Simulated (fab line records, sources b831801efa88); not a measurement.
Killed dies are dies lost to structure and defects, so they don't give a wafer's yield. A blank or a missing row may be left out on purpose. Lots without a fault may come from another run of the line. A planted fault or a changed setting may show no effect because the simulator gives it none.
Problem report in the 8D (eight disciplines) form, filled by code | flow gf180mcu | the parts of the form that need people (team, actions taken, sign-off) are left out

1. THE PROBLEM
spin_speed_rpm at GF_DUAL_GATE_COAT_06 reads a mean of 2630.5 rpm on 6 wafers of 2 lots; wafers without a fault read 3000.3 rpm with a standard deviation of 2.1. That is -99 or more standard deviations from the usual mean.
The step: resist thk 1000 nm.
First seen on wafer L207.4, day 8 17:13, on litho_track-03. The record holds 39 wafers of 13 lots with a number at this step. Rule for "out", or "out of limits": more than 4 standard deviations from the usual mean. The other wafers with a number count as sound.

2. WHAT IT IS AND WHAT IT IS NOT
question                    | is                     | is not
which readings at this step | spin_speed_rpm         | -
which lots                  | L207, L208             | L205, L206, L210, L217, L218, L219, L221, L223, L224, L225, L226
which wafers of those lots  | all that have a number | -
read on which tools         | litho_track-03         | litho_track-01, litho_track-04
when                        | from day 8 17:13       | up to then (6 sound wafers); but 27 sound wafers of L210, L217, L218, L219, L221, L223, L224, L225, L226 came after

3. SUSPECTS, AND WHAT RULES EACH OUT
Counting: a tool at a process step up to the reading stays a suspect if it ran every lot that is out and no sound lot after the first of them.
- litho_track-03 at GF_DUAL_GATE_COAT_06 (resist thk 1000 nm): ruled out as a lasting fault. Sound lots L219, L225, L226 ran on it after its first lot that is out, L207 (day 8 17:13).
Left after counting: nothing in the record.

4. THE CAUSE (what the simulator had put in)
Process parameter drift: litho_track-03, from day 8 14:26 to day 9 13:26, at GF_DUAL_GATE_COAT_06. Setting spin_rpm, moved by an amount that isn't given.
Counting ruled it out, wrongly.

5. THE CHAIN OF EFFECTS, in route order
Each row: a reading whose mean over the struck wafers that have a number lies more than 3 standard deviations from the usual. Only readings for which the record gives a usual standard deviation are gone through. hours: the time from each lot's start at the first step in this table that gives one to its start at this step, as a median over the lots. sigmas: the change in usual standard deviations.
hours | step                  | reading                  | usual      | on struck wafers | change | sigmas
0     | GF_DUAL_GATE_COAT_06  | spin_speed_rpm           | 3000.3 rpm | 2630.5           | -369.8 | -99 or more
8     | GF_DUAL_GATE_STRIP_13 | strip_time_to_endpoint_s | 12.63 s    | 13.30            | +0.67  | +18
The process steps in it:
- GF_DUAL_GATE_COAT_06: resist thk 1000 nm.
- GF_DUAL_GATE_STRIP_13: strips in O2/N2.
Later measuring or inspecting steps at which every struck wafer that the step has a row for has a number for every such reading, and none has moved that far: GF_POLY_GATE_CD_MEAS_10, GF_NSD_CD_MEAS_07, GF_SAB_THK_MEAS_01.

6. WHAT WOULD HAVE CAUGHT IT SOONER
In this record the first reading out of limits was taken at day 8 17:13, 3 hours after the fault began at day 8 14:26.
